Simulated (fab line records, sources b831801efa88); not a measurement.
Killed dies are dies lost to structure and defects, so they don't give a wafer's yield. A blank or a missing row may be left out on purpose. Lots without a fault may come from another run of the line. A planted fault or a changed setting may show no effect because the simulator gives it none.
Chamber matching | flow gf180mcu | GF_V5_CVD_02 on pecvd-01: 3 sister chambers
The step deposits SiO2 from TEOS, target thk 1450 nm, time 163.28 s. 6 wafers are shown with their chamber, then 7 later ones without.

WAFERS WITH THEIR CHAMBER
wafer  | chamber | heater_power_w (W)
L831.1 | 2       | 585
L833.3 | 0       | 622
L833.4 | 2       | 637
L833.5 | 0       | 701
L835.3 | 1       | 522
L835.5 | 1       | 577

WAFERS WITHOUT THEIR CHAMBER
wafer  | heater_power_w (W)
L835.6 | 702
L837.1 | 579
L837.4 | 560
L837.5 | 583
L840.1 | 709
L840.2 | 504
L840.3 | 535

WHICH CHAMBER EACH WENT THROUGH
wafer  | from the rows above          | in truth
L835.6 | can't be placed: 0 or 2      | 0
L837.1 | can't be placed: 1 or 2 or 0 | 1
L837.4 | can't be placed: 1 or 2      | 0
L837.5 | can't be placed: 2 or 1 or 0 | 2
L840.1 | can't be placed: 0 or 2      | 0
L840.2 | can't be placed: 1 or 2      | 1
L840.3 | can't be placed: 1 or 2      | 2
Placed correctly: 0 of 7. Can't be placed from these rows: 7 (the true chamber is among the candidates in 6). Placed wrongly: 0.
How it was worked out, from the rows above alone: a wafer's distance from a chamber is the root of the sum, over the readings, of the square of ((its reading less the chamber's mean) divided by the reading's scatter). The wafer belongs to the nearest chamber; if the next one is less than 2 further off, it can't be placed. A chamber's mean is the mean of its shown wafers. The scatter: the root of (the sum of the squares of (reading less its chamber's mean) over the shown wafers, divided by (wafers less chambers)).
